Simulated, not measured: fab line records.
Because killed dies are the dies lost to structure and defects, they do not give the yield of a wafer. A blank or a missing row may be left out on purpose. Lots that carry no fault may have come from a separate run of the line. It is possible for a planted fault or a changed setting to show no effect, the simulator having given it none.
fab line records	flow sky130
record: lots: 15	wafers: 42	last-day: 50
route steps=708 shown SONOS_TUNNEL@156 POLY_GATE@235 VIA1@461
lots that met no fault: from a run of the same line without faults
start-h: the number of hours between the record's first day and the start of the first shown wafer of the lot	wait-h: hours from the lot's prior step to this one	" repeats the value in the row above	L1.1+2: a row that stands for several wafers	- no value, or no start was given	* or withheld: withheld	< > ~ a bound
route shown NAME@n: names a module that has steps shown in the file, with the first one's number in the route	usual: mean/standard deviation taken from wafers without a fault	same: alike in all rows	chamber/n: place in a boat	sites: each site's reading	_std_site: the standard deviation of these	_edge_site: mean of outer sites minus mean of inner sites	radius-mm: for every site, how far away it sits from the centre of the wafer	mask NAME#n: copy n	behind: the last tool/chamber to shape the wafer	hold: why the lot was held/for how many hours/how that ended	device: transistor that didn't switch, given as n, p or np	end of line: at the end of the route, the tests of the same wafers	where a step has no rows: the recipe by itself	killed: the dies lost at the first sort to structure and to defects; this is not the yield of the wafer	map: a wafer's dies, x killed, . not, _ none there
set.NAME: the setting that was run; set.NAME@STEP: the one run at that earlier step	model.NAME: the simulator's own value behind a step, which no gauge read
a sample of lots followed through the steps of the route, with each step as a table and each wafer as a row
== steps ==
step: SKY_SONOS_TUNNEL_COAT_02
recipe: resist: NOVOLAK	spin-rpm: 3000	resist-thk-nm: 1140
lot.wafer	tool	chamber	start-h	wait-h
L800.2+3+4	litho-track-02	0	268.53	0.1
L802.1+3+4	litho-track-04	0	275.96	0.1
L801.1+4+6	litho-track-03	0	277.59	0.1
L803.2+5+6	litho-track-03	0	288.87	0.1
L805.1+4+6	litho-track-02	0	292.11	0.1
L806.1+4+6	litho-track-03	0	306.04	0.1
L809.1+3+5	litho-track-02	0	318.16	0.1
L808.2+4+5	litho-track-03	0	318.32	0.1
L810.3+4+5	litho-track-02	0	326.11	0.1
L811.3+4+5	litho-track-02	0	332.21	0.1
L813.3+6	litho-track-02	0	352.26	0.1
L814.1+4	litho-track-02	0	369.86	0.1
L817.1+4	litho-track-02	0	380.31	0.1
L820.1+5+6	litho-track-04	0	404.01	0.1
L822.2+3+6	litho-track-04	0	412.89	0.1
step: SKY_SONOS_TUNNEL_CD_MEAS_07
recipe: target-cd-nm: 410
usual: cd-nm: 409.7/2.2
lot.wafer	tool	chamber	start-h	wait-h	cd-nm
L800.2	cd-sem-01	-	280.96	0.1	408.2
L800.3	"	-	"	"	408.7
L800.4	"	-	"	"	409.1
L802.1	cd-sem-02	-	288.71	0.1	410.1
L802.3	"	-	"	"	410.6
L802.4	"	-	"	"	411.2
L801.1	cd-sem-01	-	290.56	0.1	409.1
L801.4	"	-	"	"	408.5
L801.6	"	-	"	"	407.9
L803.2	cd-sem-02	-	301.58	0.1	416.0
L803.5	"	-	"	"	416.0
L803.6	"	-	"	"	414.0
L805.1	cd-sem-02	-	304.41	0.1	411.3
L805.4	"	-	"	"	412.7
L805.6	"	-	"	"	409.7
L806.1	cd-sem-01	-	318.89	0.1	411.7
L806.4	"	-	"	"	411.8
L806.6	"	-	"	"	409.6
L809.1	cd-sem-02	-	331.06	0.1	409.4
L809.3	"	-	"	"	407.3
L809.5	"	-	"	"	409.9
L808.2	cd-sem-01	-	331.31	0.1	408.1
L808.4	"	-	"	"	410.4
L808.5	"	-	"	"	408.1
L810.3	cd-sem-02	-	339.15	0.1	406.6
L810.4	"	-	"	"	408.6
L810.5	"	-	"	"	409.4
L811.3	cd-sem-02	-	345.30	0.1	410.1
L811.4	"	-	"	"	413.0
L811.5	"	-	"	"	411.9
L813.3	cd-sem-01	-	366.05	0.1	421.5
L813.6	"	-	"	"	408.5
L814.1	cd-sem-02	-	383.76	0.1	410.7
L814.4	"	-	"	"	423.0
L817.1	cd-sem-01	-	394.46	0.1	409.6
L817.4	"	-	"	"	423.7
L820.1	cd-sem-01	-	418.16	0.1	412.9
L820.5	"	-	"	"	412.6
L820.6	"	-	"	"	412.4
L822.2	cd-sem-02	-	427.01	0.1	408.6
L822.3	"	-	"	"	411.9
L822.6	"	-	"	"	410.5
step: SKY_POLY_GATE_THK_MEAS_21
recipe: reads: SiO2_of_POLY_GATE_OXIDATION_20
usual: POLY_GATE_OXIDATION_THK: 4.00/0.088
lot.wafer	tool	chamber	start-h	wait-h	POLY_GATE_OXIDATION_THK[nm]
L800.2	film-metro-01	-	413.23	0.0	4.13
L800.3	"	-	"	"	4.12
L800.4	"	-	"	"	4.08
L802.1	film-metro-02	-	415.97	0.0	4.02
L802.3	"	-	"	"	4.04
L802.4	"	-	"	"	3.99
L801.1	film-metro-02	-	420.27	0.0	3.96
L801.4	"	-	"	"	4.06
L801.6	"	-	"	"	3.92
L805.1	film-metro-03	-	432.88	0.0	3.84
L805.4	"	-	"	"	4.03
L805.6	"	-	"	"	3.93
L803.2	film-metro-02	-	432.89	0.0	3.99
L803.5	"	-	"	"	3.91
L803.6	"	-	"	"	3.94
L806.1	film-metro-02	-	447.05	0.0	3.92
L806.4	"	-	"	"	3.95
L806.6	"	-	"	"	4.04
L809.1	film-metro-01	-	471.01	0.0	4.04
L809.3	"	-	"	"	4.03
L809.5	"	-	"	"	4.10
L808.2	film-metro-03	-	471.02	0.0	4.25
L808.4	"	-	"	"	4.10
L808.5	"	-	"	"	4.01
L810.3	film-metro-02	-	477.93	0.0	3.81
L810.4	"	-	"	"	3.85
L810.5	"	-	"	"	3.92
L811.3	film-metro-02	-	483.72	0.0	4.04
L811.4	"	-	"	"	3.97
L811.5	"	-	"	"	4.04
L813.3	film-metro-01	-	509.94	0.0	4.16
L813.6	"	-	"	"	4.08
L814.1	film-metro-02	-	522.99	0.0	3.92
L814.4	"	-	"	"	3.97
L817.1	film-metro-03	-	534.38	0.0	4.01
L817.4	"	-	"	"	4.01
L820.1	film-metro-01	-	560.08	0.0	3.93
L820.5	"	-	"	"	3.98
L820.6	"	-	"	"	3.93
L822.2	film-metro-03	-	562.67	0.0	4.17
L822.3	"	-	"	"	4.09
L822.6	"	-	"	"	4.16
step: SKY_VIA1_BOW_MEAS_03
recipe: mode: bow
usual: VIA1_BOW: 80/7.5
lot.wafer	tool	chamber	start-h	wait-h	VIA1_BOW[um]
L800.2	film-metro-02	-	803.09	0.3	76
L800.3	"	-	"	"	73
L800.4	"	-	"	"	82
L802.1	film-metro-01	-	804.27	0.1	75
L802.3	"	-	"	"	84
L802.4	"	-	"	"	88
L801.1	film-metro-02	-	806.69	0.1	76
L801.4	"	-	"	"	97
L801.6	"	-	"	"	80
L805.1	film-metro-03	-	819.65	0.1	79
L805.4	"	-	"	"	82
L805.6	"	-	"	"	77
L803.2	film-metro-02	-	822.46	0.2	82
L803.5	"	-	"	"	80
L803.6	"	-	"	"	72
L806.1	film-metro-01	-	829.67	0.2	79
L806.4	"	-	"	"	71
L806.6	"	-	"	"	75
L808.2	film-metro-02	-	851.74	0.2	89
L808.4	"	-	"	"	78
L808.5	"	-	"	"	90
L809.1	film-metro-02	-	852.56	0.2	88
L809.3	"	-	"	"	89
L809.5	"	-	"	"	67
L810.3	film-metro-02	-	854.89	0.1	97
L810.4	"	-	"	"	69
L810.5	"	-	"	"	73
L811.3	film-metro-02	-	861.90	0.2	90
L811.4	"	-	"	"	76
L811.5	"	-	"	"	89
L813.3	film-metro-02	-	884.88	0.2	79
L813.6	"	-	"	"	77
L814.1	film-metro-01	-	893.80	0.2	81
L814.4	"	-	"	"	78
L817.1	film-metro-01	-	905.42	0.2	85
L817.4	"	-	"	"	91
L820.1	film-metro-01	-	929.55	0.1	88
L820.5	"	-	"	"	88
L820.6	"	-	"	"	87
L822.2	film-metro-01	-	930.14	0.2	67
L822.3	"	-	"	"	73
L822.6	"	-	"	"	69
== key ==
first-sign: step: SKY_SONOS_TUNNEL_CD_MEAS_07	reading: cd-nm	direction: up	sigmas: 5.9	usual: 409.7	struck: 422.8
effect none on later readings
met-at SKY_SONOS_TUNNEL_COAT_02
struck-lots L813,L814,L817
struck-wafers L813.3,L814.4,L817.4
tester-left-out L813,L814,L817
not-acting-at SKY_POLY_GATE_THK_MEAS_21,SKY_VIA1_BOW_MEAS_03
onset-between 332.21 352.26
fault: kind: process-parameter-drift	tool: litho-track-02	chamber: -	onset-h: 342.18	steps: SKY_SONOS_TUNNEL_COAT_02	channel: resist-thk-nm	offset: -131.58	shape: step	end-h: 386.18	scope: struck-wafers-only	acts-in: these-recipes-only	stated: 1140
tester-left-out: of these lots the tester's yield and bins aren't shown, on N5 and GAA mostly nor the transistor test; their killed dies are dies lost to structure and defects alone, not to doping, threshold or leakage, so they don't give the yield
